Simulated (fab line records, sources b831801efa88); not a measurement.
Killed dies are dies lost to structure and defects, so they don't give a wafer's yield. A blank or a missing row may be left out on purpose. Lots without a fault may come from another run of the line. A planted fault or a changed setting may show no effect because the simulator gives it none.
One fault seen from 2 desks | flow sky130 | each desk has only its own numbers; what lay behind them comes last

THE METROLOGY DESK
What the gauges read, lot by lot, whatever tool the lot ran on: means of the sampled wafers that have a number. A lot is out of limits, marked OUT, if its mean lies more than 4 standard deviations from the usual mean; the brackets give that distance.
Columns: A = CONTACT_OVL at SKY_CONTACT_OVL_MEAS_15, usual 1 nm; B = VIA1_W_RS at SKY_VIA1_RS_MEAS_22, usual 0.431 ohm/sq; C = VIA1_W_THK at SKY_VIA1_THK_MEAS_23, usual 271 nm; D = VIA2_BOW at SKY_VIA2_BOW_MEAS_03, usual 87 um
lot  | first seen here | A  | B               | C             | D
L304 | day 31 03:11    | 4  | 0.435           | 266           | 86
L307 | day 32 04:31    | 9  | 0.434           | 267           | 80
L313 | day 34 13:22    | -3 | 0.314 (-28) OUT | 372 (+32) OUT | 93
L314 | day 34 20:41    | -7 | 0.318 (-27) OUT | 371 (+32) OUT | 86
L317 | day 35 14:52    | 3  | 0.428           | 272           | 84
L319 | day 36 05:43    | -2 | 0.426           | 274           | 95
L323 | day 37 23:43    | 7  | 0.433           | 270           | 86
L325 | day 38 14:25    | 11 | 0.428           | 273           | 88
L327 | day 38 18:43    | 2  | 0.434           | 268           | 86
L326 | day 38 19:35    | -1 | 0.436           | 266           | 82
This desk's finding: out of limits on L313, L314; first on L313, day 36 19:31 (VIA1_W_RS at SKY_VIA1_RS_MEAS_22). In limits: L304, L307, L317, L319, L323, L325, L327, L326.

THE TOOL OWNER'S DESK: cvd_w-01
The tool's own readings at SKY_VIA1_CVD_21 (deposits W, target thk 270 nm, time 80.902 s): means of the sampled wafers that have a number, for each lot that ran on this tool. A lot is out of limits, marked OUT, if its mean lies more than 4 standard deviations from the usual mean; the brackets give that distance.
Columns: A = heater_power_w at SKY_VIA1_CVD_21, usual 867 W
lot  | first seen here | A
L304 | day 33 13:42    | 852
L313 | day 36 19:24    | 826
L314 | day 37 03:48    | 900
L323 | day 40 06:50    | 837
L325 | day 40 19:49    | 743
L326 | day 41 00:55    | 825
This desk's finding: nothing out of limits on any of the 6 lots.

PUT TOGETHER
The metrology desk could have raised an alarm at day 36 19:31, on L313, L314.
The tool owner's desk saw nothing out of limits.
The tool owner's desk has L313, L314 on record, within its limits.
Of the lots named, all ran SKY_VIA1_CVD_21 on cvd_w-01.

WHAT THE SIMULATOR HAD PUT IN
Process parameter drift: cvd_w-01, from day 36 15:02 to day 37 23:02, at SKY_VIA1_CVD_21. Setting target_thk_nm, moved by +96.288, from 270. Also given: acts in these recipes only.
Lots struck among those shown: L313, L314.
Hours from the fault's start to each desk's first reading out of limits: the metrology desk, 4.
